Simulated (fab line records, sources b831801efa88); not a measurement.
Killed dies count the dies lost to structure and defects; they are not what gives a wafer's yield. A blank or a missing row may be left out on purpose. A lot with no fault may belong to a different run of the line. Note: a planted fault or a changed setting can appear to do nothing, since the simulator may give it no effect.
fab line records ; flow gf180mcu
record: lots: 24; wafers: 72; last_day: 34
route steps=602 shown POLY_GATE@168 HV_LDD@195 V2@404 V3@451 M4@458
lots untouched by any fault: they come from a run of this same line in which no faults occurred
start_h: start of the lot's first displayed wafer, in hours after the record's first day ; wait_h: time in hours since the lot's previous step ; " identical to the entry in the row above ; L1.1+2: a row that stands for several wafers ; - no value, or no start given ; * or withheld: withheld ; < > ~ a bound
route shown NAME@n: names a module that has steps shown in the file, with the first one's number in the route ; usual: mean/standard deviation taken from wafers without a fault ; same: alike in all rows ; chamber/n: place in a boat ; sites: the reading at each site ; _std_site: the values' standard deviation ; _edge_site: inner sites' mean taken away from outer sites' mean ; radius_mm: how far each site lies from the wafer's centre ; mask NAME#n: copy n ; behind: the tool/chamber that last shaped the wafer ; hold: reason for holding the lot/hours on hold/outcome of the hold ; device: transistor that didn't switch, given as n, p or np ; end of line: the route-end tests of the same wafers ; where a step has no rows: the recipe by itself ; killed: dies that structure and defects cost at the first sort, which is not the same as the wafer's yield ; map: dies across one wafer; x = killed, . = not, _ = none there
set.NAME: the setting as run; set.NAME@STEP: as run at that earlier step ; model.NAME: the simulator's own value behind a step, which no gauge read
one table for each step of the route and one row for each wafer, over a sample of lots
services: from which hour (start_h, from the record's first day; less than 0 if before it) a tool's chamber was out of use, for how many hours, and why
== steps ==
step: GF_POLY_GATE_OVL_MEAS_11
usual: POLY_GATE_OVL: 3/5.7
lot.wafer;tool;chamber;start_h;wait_h;POLY_GATE_OVL[nm]
L074.1;overlay-02;-;199.92;0.1;4
L074.5;overlay-02;-;199.92;0.1;8
L074.6;overlay-02;-;199.92;0.1;6
L075.1;overlay-02;-;204.38;0.1;-4
L075.3;overlay-02;-;204.38;0.1;-1
L075.5;overlay-02;-;204.38;0.1;0
L076.1;overlay-01;-;210.73;0.1;0
L076.2;overlay-01;-;210.73;0.1;7
L076.6;overlay-01;-;210.73;0.1;2
L077.1;overlay-02;-;218.21;0.1;13
L077.2;overlay-02;-;218.21;0.1;5
L077.4;overlay-02;-;218.21;0.1;3
L078.2;overlay-02;-;224.18;0.1;-5
L078.5;overlay-02;-;224.18;0.1;-1
L078.6;overlay-02;-;224.18;0.1;-5
L079.1;overlay-02;-;233.78;0.1;-1
L079.4;overlay-02;-;233.78;0.1;-5
L079.6;overlay-02;-;233.78;0.1;-2
L080.2;overlay-01;-;237.78;0.1;-4
L080.5;overlay-01;-;237.78;0.1;9
L080.6;overlay-01;-;237.78;0.1;4
L081.1;overlay-01;-;245.28;0.1;6
L081.3;overlay-01;-;245.28;0.1;10
L081.4;overlay-01;-;245.28;0.1;1
L082.1;overlay-01;-;252.18;0.1;3
L082.3;overlay-01;-;252.18;0.1;8
L082.4;overlay-01;-;252.18;0.1;8
L083.4;overlay-02;-;263.98;0.1;3
L083.5;overlay-02;-;263.98;0.1;2
L083.6;overlay-02;-;263.98;0.1;-2
L084.1;overlay-02;-;270.76;0.1;2
L084.4;overlay-02;-;270.76;0.1;4
L084.5;overlay-02;-;270.76;0.1;6
L085.1;overlay-01;-;276.38;0.1;1
L085.2;overlay-01;-;276.38;0.1;-3
L085.5;overlay-01;-;276.38;0.1;-3
L086.4;overlay-02;-;281.70;0.1;-2
L086.5;overlay-02;-;281.70;0.1;5
L086.6;overlay-02;-;281.70;0.1;4
L087.1;overlay-02;-;289.32;0.1;-3
L087.3;overlay-02;-;289.32;0.1;1
L087.4;overlay-02;-;289.32;0.1;-6
L088.1;overlay-01;-;295.77;0.1;-4
L088.3;overlay-01;-;295.77;0.1;-5
L088.4;overlay-01;-;295.77;0.1;-2
L089.1;overlay-02;-;300.77;0.1;-6
L089.3;overlay-02;-;300.77;0.1;-5
L089.4;overlay-02;-;300.77;0.1;1
L090.4;overlay-01;-;306.93;0.1;-4
L090.5;overlay-01;-;306.93;0.1;-1
L090.6;overlay-01;-;306.93;0.1;1
L091.1;overlay-01;-;320.16;0.1;9
L091.3;overlay-01;-;320.16;0.1;6
L091.5;overlay-01;-;320.16;0.1;9
L092.2;overlay-01;-;322.73;0.1;2
L092.3;overlay-01;-;322.73;0.1;7
L092.5;overlay-01;-;322.73;0.1;7
L093.1;overlay-02;-;334.53;0.1;15
L093.2;overlay-02;-;334.53;0.1;15
L093.6;overlay-02;-;334.53;0.1;13
L094.1;overlay-02;-;338.96;0.1;3
L094.2;overlay-02;-;338.96;0.1;6
L094.4;overlay-02;-;338.96;0.1;0
L095.1;overlay-02;-;347.32;0.1;10
L095.2;overlay-02;-;347.32;0.1;9
L095.3;overlay-02;-;347.32;0.1;13
L096.2;overlay-01;-;353.57;0.1;-2
L096.3;overlay-01;-;353.57;0.1;3
L096.6;overlay-01;-;353.57;0.1;-3
L097.1;overlay-01;-;366.16;0.1;12
L097.2;overlay-01;-;366.16;0.1;3
L097.3;overlay-01;-;366.16;0.1;4
step: GF_POLY_GATE_THK_MEAS_17
recipe: reads: SiO2_of_POLY_GATE_OXIDATION_16
usual: POLY_GATE_OXIDATION_THK: 3.99/0.08
lot.wafer;tool;chamber;start_h;wait_h;POLY_GATE_OXIDATION_THK[nm]
L074.1;film_metro-03;-;202.60;0.0;4.07
L074.5;film_metro-03;-;202.60;0.0;4.12
L074.6;film_metro-03;-;202.60;0.0;4.11
L075.1;film_metro-04;-;206.16;0.0;3.98
L075.3;film_metro-04;-;206.16;0.0;4.07
L075.5;film_metro-04;-;206.16;0.0;4.08
L076.1;film_metro-04;-;213.05;0.0;3.92
L076.2;film_metro-04;-;213.05;0.0;3.83
L076.6;film_metro-04;-;213.05;0.0;3.97
L077.1;film_metro-01;-;219.75;0.0;4.15
L077.2;film_metro-01;-;219.75;0.0;4.03
L077.4;film_metro-01;-;219.75;0.0;4.11
L078.2;film_metro-04;-;226.76;0.0;3.88
L078.5;film_metro-04;-;226.76;0.0;3.91
L078.6;film_metro-04;-;226.76;0.0;3.96
L079.1;film_metro-03;-;235.32;0.0;3.94
L079.4;film_metro-03;-;235.32;0.0;3.91
L079.6;film_metro-03;-;235.32;0.0;3.95
L080.2;film_metro-03;-;239.32;0.0;3.89
L080.5;film_metro-03;-;239.32;0.0;3.83
L080.6;film_metro-03;-;239.32;0.0;3.88
L081.1;film_metro-01;-;246.82;0.0;3.94
L081.3;film_metro-01;-;246.82;0.0;4.00
L081.4;film_metro-01;-;246.82;0.0;3.96
L082.1;film_metro-01;-;254.55;0.0;3.94
L082.3;film_metro-01;-;254.55;0.0;3.95
L082.4;film_metro-01;-;254.55;0.0;3.96
L083.4;film_metro-04;-;265.53;0.0;3.93
L083.5;film_metro-04;-;265.53;0.0;3.92
L083.6;film_metro-04;-;265.53;0.0;3.91
L084.1;film_metro-01;-;272.31;0.0;4.14
L084.4;film_metro-01;-;272.31;0.0;4.15
L084.5;film_metro-01;-;272.31;0.0;4.09
L085.1;film_metro-01;-;277.92;0.0;4.06
L085.2;film_metro-01;-;277.92;0.0;4.01
L085.5;film_metro-01;-;277.92;0.0;4.03
L086.4;film_metro-01;-;283.30;0.0;3.94
L086.5;film_metro-01;-;283.30;0.0;3.90
L086.6;film_metro-01;-;283.30;0.0;3.97
L087.1;film_metro-04;-;290.86;0.0;3.98
L087.3;film_metro-04;-;290.86;0.0;3.94
L087.4;film_metro-04;-;290.86;0.0;3.90
L088.1;film_metro-04;-;297.76;0.0;4.00
L088.3;film_metro-04;-;297.76;0.0;4.03
L088.4;film_metro-04;-;297.76;0.0;4.04
L089.1;film_metro-03;-;302.99;0.0;3.92
L089.3;film_metro-03;-;302.99;0.0;3.97
L089.4;film_metro-03;-;302.99;0.0;3.98
L090.4;film_metro-04;-;310.47;0.0;3.97
L090.5;film_metro-04;-;310.47;0.0;3.98
L090.6;film_metro-04;-;310.47;0.0;3.94
L091.1;film_metro-04;-;322.89;0.0;3.89
L091.3;film_metro-04;-;322.89;0.0;3.80
L091.5;film_metro-04;-;322.89;0.0;3.87
L092.2;film_metro-01;-;325.59;0.0;4.02
L092.3;film_metro-01;-;325.59;0.0;4.10
L092.5;film_metro-01;-;325.59;0.0;4.03
L093.1;film_metro-03;-;336.07;0.0;3.88
L093.2;film_metro-03;-;336.07;0.0;4.03
L093.6;film_metro-03;-;336.07;0.0;4.06
L094.1;film_metro-04;-;340.52;0.0;3.93
L094.2;film_metro-04;-;340.52;0.0;4.05
L094.4;film_metro-04;-;340.52;0.0;4.08
L095.1;film_metro-01;-;348.86;0.0;4.12
L095.2;film_metro-01;-;348.86;0.0;4.09
L095.3;film_metro-01;-;348.86;0.0;4.07
L096.2;film_metro-04;-;355.28;0.0;4.09
L096.3;film_metro-04;-;355.28;0.0;4.09
L096.6;film_metro-04;-;355.28;0.0;4.00
L097.1;film_metro-03;-;367.91;0.0;4.06
L097.2;film_metro-03;-;367.91;0.0;3.96
L097.3;film_metro-03;-;367.91;0.0;4.00
step: GF_HV_LDD_CD_MEAS_19
recipe: target_cd_nm: 400
usual: cd_nm: 399.4/2.5
lot.wafer;tool;chamber;start_h;wait_h;cd_nm
L074.1;cd_sem-02;-;238.32;0.1;395.7
L074.5;cd_sem-02;-;238.32;0.1;395.6
L074.6;cd_sem-02;-;238.32;0.1;396.7
L075.1;cd_sem-01;-;243.04;0.1;397.8
L075.3;cd_sem-01;-;243.04;0.1;397.3
L075.5;cd_sem-01;-;243.04;0.1;397.8
L076.1;cd_sem-01;-;248.89;0.1;398.5
L076.2;cd_sem-01;-;248.89;0.1;403.6
L076.6;cd_sem-01;-;248.89;0.1;399.4
L077.1;cd_sem-02;-;256.34;0.1;397.5
L077.2;cd_sem-02;-;256.34;0.1;396.4
L077.4;cd_sem-02;-;256.34;0.1;396.6
L078.2;cd_sem-02;-;264.81;0.1;398.2
L078.5;cd_sem-02;-;264.81;0.1;397.8
L078.6;cd_sem-02;-;264.81;0.1;398.9
L079.1;cd_sem-01;-;273.17;0.1;396.5
L079.4;cd_sem-01;-;273.17;0.1;395.5
L079.6;cd_sem-01;-;273.17;0.1;396.0
L080.2;cd_sem-02;-;277.24;0.1;398.0
L080.5;cd_sem-02;-;277.24;0.1;399.3
L080.6;cd_sem-02;-;277.24;0.1;399.7
L081.1;cd_sem-01;-;285.40;0.1;398.9
L081.3;cd_sem-01;-;285.40;0.1;399.4
L081.4;cd_sem-01;-;285.40;0.1;399.9
L082.1;cd_sem-02;-;294.05;0.1;396.3
L082.3;cd_sem-02;-;294.05;0.1;395.9
L082.4;cd_sem-02;-;294.05;0.1;394.1
L083.4;cd_sem-01;-;305.55;0.1;400.5
L083.5;cd_sem-01;-;305.55;0.1;402.6
L083.6;cd_sem-01;-;305.55;0.1;400.9
L084.1;cd_sem-01;-;311.62;0.1;403.1
L084.4;cd_sem-01;-;311.62;0.1;402.8
L084.5;cd_sem-01;-;311.62;0.1;405.2
L085.1;cd_sem-01;-;318.72;0.1;397.8
L085.2;cd_sem-01;-;318.72;0.1;399.6
L085.5;cd_sem-01;-;318.72;0.1;399.8
L086.4;cd_sem-01;-;324.10;0.1;398.9
L086.5;cd_sem-01;-;324.10;0.1;398.9
L086.6;cd_sem-01;-;324.10;0.1;399.5
L087.1;cd_sem-02;-;331.49;0.1;403.3
L087.3;cd_sem-02;-;331.49;0.1;402.6
L087.4;cd_sem-02;-;331.49;0.1;403.1
L088.1;cd_sem-01;-;338.12;0.1;400.4
L088.3;cd_sem-01;-;338.12;0.1;401.0
L088.4;cd_sem-01;-;338.12;0.1;399.3
L089.1;cd_sem-02;-;345.30;0.1;397.3
L089.3;cd_sem-02;-;345.30;0.1;397.6
L089.4;cd_sem-02;-;345.30;0.1;397.2
L090.4;cd_sem-02;-;352.86;0.1;396.4
L090.5;cd_sem-02;-;352.86;0.1;396.3
L090.6;cd_sem-02;-;352.86;0.1;395.7
L091.1;cd_sem-02;-;366.25;0.1;404.3
L091.3;cd_sem-02;-;366.25;0.1;405.3
L091.5;cd_sem-02;-;366.25;0.1;401.1
L092.2;cd_sem-01;-;368.82;0.1;400.1
L092.3;cd_sem-01;-;368.82;0.1;399.6
L092.5;cd_sem-01;-;368.82;0.1;400.5
L093.1;cd_sem-02;-;380.70;0.1;400.4
L093.2;cd_sem-02;-;380.70;0.1;399.4
L093.6;cd_sem-02;-;380.70;0.1;399.6
L094.1;cd_sem-01;-;385.52;0.1;398.5
L094.2;cd_sem-01;-;385.52;0.1;399.9
L094.4;cd_sem-01;-;385.52;0.1;402.6
L095.1;cd_sem-02;-;393.62;0.1;401.5
L095.2;cd_sem-02;-;393.62;0.1;401.0
L095.3;cd_sem-02;-;393.62;0.1;401.4
L096.2;cd_sem-01;-;400.01;0.1;400.8
L096.3;cd_sem-01;-;400.01;0.1;401.1
L096.6;cd_sem-01;-;400.01;0.1;402.9
L097.1;cd_sem-02;-;413.47;0.1;399.4
L097.2;cd_sem-02;-;413.47;0.1;397.1
L097.3;cd_sem-02;-;413.47;0.1;398.3
step: GF_V2_SPUTTER_22
recipe: material: TiN; target_thk_nm: 10; chamber_pressure_pa: 5; power_w: 4000; time_s: 40
usual: throttle_valve_pct: 29.8/1
lot.wafer;tool;chamber;start_h;wait_h;throttle_valve_pct
L074.1;pvd_sputter-01;-;466.97;0.0;29.0
L074.5;pvd_sputter-01;-;466.97;0.0;30.6
L074.6;pvd_sputter-01;-;466.97;0.0;29.8
L075.1;pvd_sputter-02;-;472.12;0.0;31.0
L075.3;pvd_sputter-02;-;472.12;0.0;29.0
L075.5;pvd_sputter-02;-;472.12;0.0;29.2
L076.1;pvd_sputter-02;-;480.62;0.0;29.4
L076.2;pvd_sputter-02;-;480.62;0.0;30.5
L076.6;pvd_sputter-02;-;480.62;0.0;30.4
L077.1;pvd_sputter-03;-;493.80;0.0;31.4
L077.2;pvd_sputter-03;-;493.80;0.0;30.1
L077.4;pvd_sputter-03;-;493.80;0.0;28.2
L078.2;pvd_sputter-03;-;500.83;0.0;29.9
L078.5;pvd_sputter-03;-;500.83;0.0;31.3
L078.6;pvd_sputter-03;-;500.83;0.0;28.1
L079.1;pvd_sputter-02;-;510.38;0.0;30.3
L079.4;pvd_sputter-02;-;510.38;0.0;30.9
L079.6;pvd_sputter-02;-;510.38;0.0;31.2
L080.2;pvd_sputter-02;-;516.47;0.0;30.7
L080.5;pvd_sputter-02;-;516.47;0.0;29.2
L080.6;pvd_sputter-02;-;516.47;0.0;30.4
L081.1;pvd_sputter-01;-;526.55;0.0;30.7
L081.3;pvd_sputter-01;-;526.55;0.0;27.7
L081.4;pvd_sputter-01;-;526.55;0.0;29.1
L082.1;pvd_sputter-03;-;535.63;0.0;31.6
L082.3;pvd_sputter-03;-;535.63;0.0;30.2
L082.4;pvd_sputter-03;-;535.63;0.0;28.0
L083.4;pvd_sputter-01;-;549.20;0.0;30.5
L083.5;pvd_sputter-01;-;549.20;0.0;29.6
L083.6;pvd_sputter-01;-;549.20;0.0;30.6
L084.1;pvd_sputter-02;-;553.21;0.0;29.5
L084.4;pvd_sputter-02;-;553.21;0.0;30.8
L084.5;pvd_sputter-02;-;553.21;0.0;30.5
L085.1;pvd_sputter-03;-;565.06;0.0;31.5
L085.2;pvd_sputter-03;-;565.06;0.0;30.4
L085.5;pvd_sputter-03;-;565.06;0.0;30.4
L086.4;pvd_sputter-03;-;568.86;0.0;31.8
L086.5;pvd_sputter-03;-;568.86;0.0;30.2
L086.6;pvd_sputter-03;-;568.86;0.0;30.4
L087.1;pvd_sputter-02;-;576.71;0.0;30.3
L087.3;pvd_sputter-02;-;576.71;0.0;29.6
L087.4;pvd_sputter-02;-;576.71;0.0;31.0
L088.1;pvd_sputter-02;-;582.98;0.0;30.7
L088.3;pvd_sputter-02;-;582.98;0.0;29.4
L088.4;pvd_sputter-02;-;582.98;0.0;30.7
L089.1;pvd_sputter-01;-;589.61;0.0;29.7
L089.3;pvd_sputter-01;-;589.61;0.0;29.1
L089.4;pvd_sputter-01;-;589.61;0.0;29.9
L090.4;pvd_sputter-02;-;596.83;0.0;29.4
L090.5;pvd_sputter-02;-;596.83;0.0;28.8
L090.6;pvd_sputter-02;-;596.83;0.0;30.7
L091.1;pvd_sputter-02;-;610.76;0.0;29.6
L091.3;pvd_sputter-02;-;610.76;0.0;30.5
L091.5;pvd_sputter-02;-;610.76;0.0;28.8
L092.2;pvd_sputter-03;-;613.23;0.0;31.6
L092.3;pvd_sputter-03;-;613.23;0.0;30.3
L092.5;pvd_sputter-03;-;613.23;0.0;30.3
L093.1;pvd_sputter-02;-;623.14;0.0;31.0
L093.2;pvd_sputter-02;-;623.14;0.0;29.5
L093.6;pvd_sputter-02;-;623.14;0.0;30.5
L094.1;pvd_sputter-01;-;628.97;0.0;27.7
L094.2;pvd_sputter-01;-;628.97;0.0;30.1
L094.4;pvd_sputter-01;-;628.97;0.0;28.9
L095.1;pvd_sputter-03;-;635.19;0.0;27.8
L095.2;pvd_sputter-03;-;635.19;0.0;30.1
L095.3;pvd_sputter-03;-;635.19;0.0;30.3
L096.2;pvd_sputter-01;-;638.07;0.0;30.7
L096.3;pvd_sputter-01;-;638.07;0.0;29.1
L096.6;pvd_sputter-01;-;638.07;0.0;28.8
L097.1;pvd_sputter-02;-;653.24;0.0;30.8
L097.2;pvd_sputter-02;-;653.24;0.0;31.2
L097.3;pvd_sputter-02;-;653.24;0.0;28.9
step: GF_V3_SPUTTER_22
recipe: material: TiN; target_thk_nm: 10; chamber_pressure_pa: 5; power_w: 4000; time_s: 40
usual: throttle_valve_pct: 29.6/0.88
lot.wafer;tool;chamber;start_h;wait_h;throttle_valve_pct
L074.1;pvd_sputter-04;-;517.13;0.0;28.7
L074.5;pvd_sputter-04;-;517.13;0.0;28.7
L074.6;pvd_sputter-04;-;517.13;0.0;29.8
L075.1;pvd_sputter-02;-;522.59;0.0;30.7
L075.3;pvd_sputter-02;-;522.59;0.0;29.6
L075.5;pvd_sputter-02;-;522.59;0.0;30.6
L076.1;pvd_sputter-02;-;531.11;0.0;29.3
L076.2;pvd_sputter-02;-;531.11;0.0;28.7
L076.6;pvd_sputter-02;-;531.11;0.0;30.4
L077.1;pvd_sputter-04;-;543.07;0.0;30.3
L077.2;pvd_sputter-04;-;543.07;0.0;29.4
L077.4;pvd_sputter-04;-;543.07;0.0;30.8
L078.2;pvd_sputter-04;-;549.85;0.0;28.8
L078.5;pvd_sputter-04;-;549.85;0.0;28.4
L078.6;pvd_sputter-04;-;549.85;0.0;29.8
L079.1;pvd_sputter-01;-;559.26;0.0;27.8
L079.4;pvd_sputter-01;-;559.26;0.0;30.8
L079.6;pvd_sputter-01;-;559.26;0.0;29.8
L080.2;pvd_sputter-04;-;564.55;0.0;30.2
L080.5;pvd_sputter-04;-;564.55;0.0;29.8
L080.6;pvd_sputter-04;-;564.55;0.0;28.6
L081.1;pvd_sputter-01;-;574.21;0.0;30.6
L081.3;pvd_sputter-01;-;574.21;0.0;29.0
L081.4;pvd_sputter-01;-;574.21;0.0;29.9
L082.1;pvd_sputter-01;-;583.35;0.0;30.0
L082.3;pvd_sputter-01;-;583.35;0.0;29.1
L082.4;pvd_sputter-01;-;583.35;0.0;27.8
L083.4;pvd_sputter-04;-;595.53;0.0;30.6
L083.5;pvd_sputter-04;-;595.53;0.0;30.0
L083.6;pvd_sputter-04;-;595.53;0.0;29.3
L084.1;pvd_sputter-01;-;599.30;0.0;29.2
L084.4;pvd_sputter-01;-;599.30;0.0;29.6
L084.5;pvd_sputter-01;-;599.30;0.0;29.0
L085.1;pvd_sputter-01;-;611.01;0.0;30.8
L085.2;pvd_sputter-01;-;611.01;0.0;28.9
L085.5;pvd_sputter-01;-;611.01;0.0;29.0
L086.4;pvd_sputter-02;-;614.91;0.0;30.4
L086.5;pvd_sputter-02;-;614.91;0.0;28.9
L086.6;pvd_sputter-02;-;614.91;0.0;30.9
L087.1;pvd_sputter-01;-;621.80;0.0;30.4
L087.3;pvd_sputter-01;-;621.80;0.0;29.1
L087.4;pvd_sputter-01;-;621.80;0.0;27.9
L088.1;pvd_sputter-02;-;626.94;0.0;30.5
L088.3;pvd_sputter-02;-;626.94;0.0;31.0
L088.4;pvd_sputter-02;-;626.94;0.0;28.7
L089.1;pvd_sputter-01;-;634.97;0.0;29.8
L089.3;pvd_sputter-01;-;634.97;0.0;30.5
L089.4;pvd_sputter-01;-;634.97;0.0;27.8
L090.4;pvd_sputter-02;-;640.66;0.0;29.4
L090.5;pvd_sputter-02;-;640.66;0.0;30.6
L090.6;pvd_sputter-02;-;640.66;0.0;29.0
L091.1;pvd_sputter-04;-;653.83;0.0;30.1
L091.3;pvd_sputter-04;-;653.83;0.0;29.5
L091.5;pvd_sputter-04;-;653.83;0.0;29.0
L092.2;pvd_sputter-02;-;656.48;0.0;28.8
L092.3;pvd_sputter-02;-;656.48;0.0;30.5
L092.5;pvd_sputter-02;-;656.48;0.0;30.6
L093.1;pvd_sputter-02;-;666.68;0.0;31.1
L093.2;pvd_sputter-02;-;666.68;0.0;30.7
L093.6;pvd_sputter-02;-;666.68;0.0;29.0
L094.1;pvd_sputter-04;-;671.96;0.0;28.8
L094.2;pvd_sputter-04;-;671.96;0.0;29.6
L094.4;pvd_sputter-04;-;671.96;0.0;30.7
L095.1;pvd_sputter-04;-;676.93;0.0;30.5
L095.2;pvd_sputter-04;-;676.93;0.0;28.8
L095.3;pvd_sputter-04;-;676.93;0.0;30.7
L096.2;pvd_sputter-04;-;681.16;0.0;30.6
L096.3;pvd_sputter-04;-;681.16;0.0;30.4
L096.6;pvd_sputter-04;-;681.16;0.0;30.4
L097.1;pvd_sputter-04;-;695.01;0.0;30.4
L097.2;pvd_sputter-04;-;695.01;0.0;28.7
L097.3;pvd_sputter-04;-;695.01;0.0;29.4
step: GF_M4_SPUTTER_02
recipe: material: AlCu; target_thk_nm: 450; power_w: 10600; time_s: 23.9; chamber_pressure_pa: 0.4
usual: throttle_valve_pct: 29.7/1.1
lot.wafer;tool;chamber;start_h;wait_h;throttle_valve_pct
L074.1;pvd_sputter-03;-;517.89;0.0;27.9
L074.5;pvd_sputter-03;-;517.89;0.0;30.1
L074.6;pvd_sputter-03;-;517.89;0.0;28.3
L075.1;pvd_sputter-04;-;523.35;0.0;29.5
L075.3;pvd_sputter-04;-;523.35;0.0;30.3
L075.5;pvd_sputter-04;-;523.35;0.0;28.7
L076.1;pvd_sputter-03;-;531.87;0.0;30.4
L076.2;pvd_sputter-03;-;531.87;0.0;31.5
L076.6;pvd_sputter-03;-;531.87;0.0;31.6
L077.1;pvd_sputter-01;-;543.88;0.0;30.8
L077.2;pvd_sputter-01;-;543.88;0.0;28.1
L077.4;pvd_sputter-01;-;543.88;0.0;29.2
L078.2;pvd_sputter-04;-;550.61;0.0;30.6
L078.5;pvd_sputter-04;-;550.61;0.0;30.2
L078.6;pvd_sputter-04;-;550.61;0.0;30.9
L079.1;pvd_sputter-04;-;560.02;0.0;29.4
L079.4;pvd_sputter-04;-;560.02;0.0;30.7
L079.6;pvd_sputter-04;-;560.02;0.0;30.1
L080.2;pvd_sputter-03;-;565.31;0.0;31.4
L080.5;pvd_sputter-03;-;565.31;0.0;30.0
L080.6;pvd_sputter-03;-;565.31;0.0;28.0
L081.1;pvd_sputter-03;-;575.02;0.0;31.5
L081.3;pvd_sputter-03;-;575.02;0.0;30.4
L081.4;pvd_sputter-03;-;575.02;0.0;28.0
L082.1;pvd_sputter-03;-;584.11;0.0;31.6
L082.3;pvd_sputter-03;-;584.11;0.0;30.3
L082.4;pvd_sputter-03;-;584.11;0.0;30.2
L083.4;pvd_sputter-01;-;596.29;0.0;29.1
L083.5;pvd_sputter-01;-;596.29;0.0;27.8
L083.6;pvd_sputter-01;-;596.29;0.0;29.9
L084.1;pvd_sputter-04;-;600.06;0.0;30.0
L084.4;pvd_sputter-04;-;600.06;0.0;29.5
L084.5;pvd_sputter-04;-;600.06;0.0;30.3
L085.1;pvd_sputter-01;-;611.78;0.0;29.5
L085.2;pvd_sputter-01;-;611.78;0.0;30.7
L085.5;pvd_sputter-01;-;611.78;0.0;27.9
L086.4;pvd_sputter-03;-;615.67;0.0;31.9
L086.5;pvd_sputter-03;-;615.67;0.0;30.0
L086.6;pvd_sputter-03;-;615.67;0.0;30.4
L087.1;pvd_sputter-04;-;622.56;0.0;29.4
L087.3;pvd_sputter-04;-;622.56;0.0;28.8
L087.4;pvd_sputter-04;-;622.56;0.0;30.5
L088.1;pvd_sputter-01;-;627.70;0.0;29.3
L088.3;pvd_sputter-01;-;627.70;0.0;27.8
L088.4;pvd_sputter-01;-;627.70;0.0;29.7
L089.1;pvd_sputter-04;-;635.73;0.0;30.9
L089.3;pvd_sputter-04;-;635.73;0.0;28.8
L089.4;pvd_sputter-04;-;635.73;0.0;30.4
L090.4;pvd_sputter-01;-;641.42;0.0;30.1
L090.5;pvd_sputter-01;-;641.42;0.0;30.0
L090.6;pvd_sputter-01;-;641.42;0.0;30.5
L091.1;pvd_sputter-03;-;654.59;0.0;30.4
L091.3;pvd_sputter-03;-;654.59;0.0;28.0
L091.5;pvd_sputter-03;-;654.59;0.0;30.4
L092.2;pvd_sputter-03;-;657.33;0.0;30.5
L092.3;pvd_sputter-03;-;657.33;0.0;28.0
L092.5;pvd_sputter-03;-;657.33;0.0;30.1
L093.1;pvd_sputter-01;-;667.44;0.0;29.7
L093.2;pvd_sputter-01;-;667.44;0.0;29.0
L093.6;pvd_sputter-01;-;667.44;0.0;30.9
L094.1;pvd_sputter-01;-;672.73;0.0;30.9
L094.2;pvd_sputter-01;-;672.73;0.0;28.9
L094.4;pvd_sputter-01;-;672.73;0.0;27.9
L095.1;pvd_sputter-04;-;677.69;0.0;30.2
L095.2;pvd_sputter-04;-;677.69;0.0;29.5
L095.3;pvd_sputter-04;-;677.69;0.0;28.8
L096.2;pvd_sputter-03;-;681.93;0.0;31.7
L096.3;pvd_sputter-03;-;681.93;0.0;28.1
L096.6;pvd_sputter-03;-;681.93;0.0;31.2
L097.1;pvd_sputter-01;-;695.77;0.0;30.4
L097.2;pvd_sputter-01;-;695.77;0.0;29.8
L097.3;pvd_sputter-01;-;695.77;0.0;29.1
== services ==
tool;chamber;start_h;hours;kind
pvd_sputter-02;1;455.98;-;consumable_replace:kit
pvd_sputter-02;1;455.98;18.0;scheduled_down
pvd_sputter-02;1;455.98;18.0;vent_cycle
pvd_sputter-02;-;456.31;1.7;repair
pvd_sputter-04;-;471.29;0.5;repair
pvd_sputter-02;-;508.25;0.9;repair
pvd_sputter-03;1;536.63;-;consumable_replace:kit
pvd_sputter-03;1;536.63;18.0;scheduled_down
pvd_sputter-03;1;536.63;18.0;vent_cycle
pvd_sputter-01;-;562.10;11.0;repair
pvd_sputter-02;-;574.70;1.9;repair
pvd_sputter-01;2;581.52;-;consumable_replace:kit
pvd_sputter-01;2;581.52;18.0;scheduled_down
pvd_sputter-01;2;581.52;18.0;vent_cycle
pvd_sputter-04;3;583.83;-;consumable_replace:kit
pvd_sputter-04;3;583.83;18.0;scheduled_down
pvd_sputter-04;3;583.83;18.0;vent_cycle
pvd_sputter-01;-;600.53;6.9;repair
pvd_sputter-03;0;640.96;-;consumable_replace:kit
pvd_sputter-03;0;640.96;18.0;scheduled_down
pvd_sputter-03;0;640.96;18.0;vent_cycle
== key ==
fault none
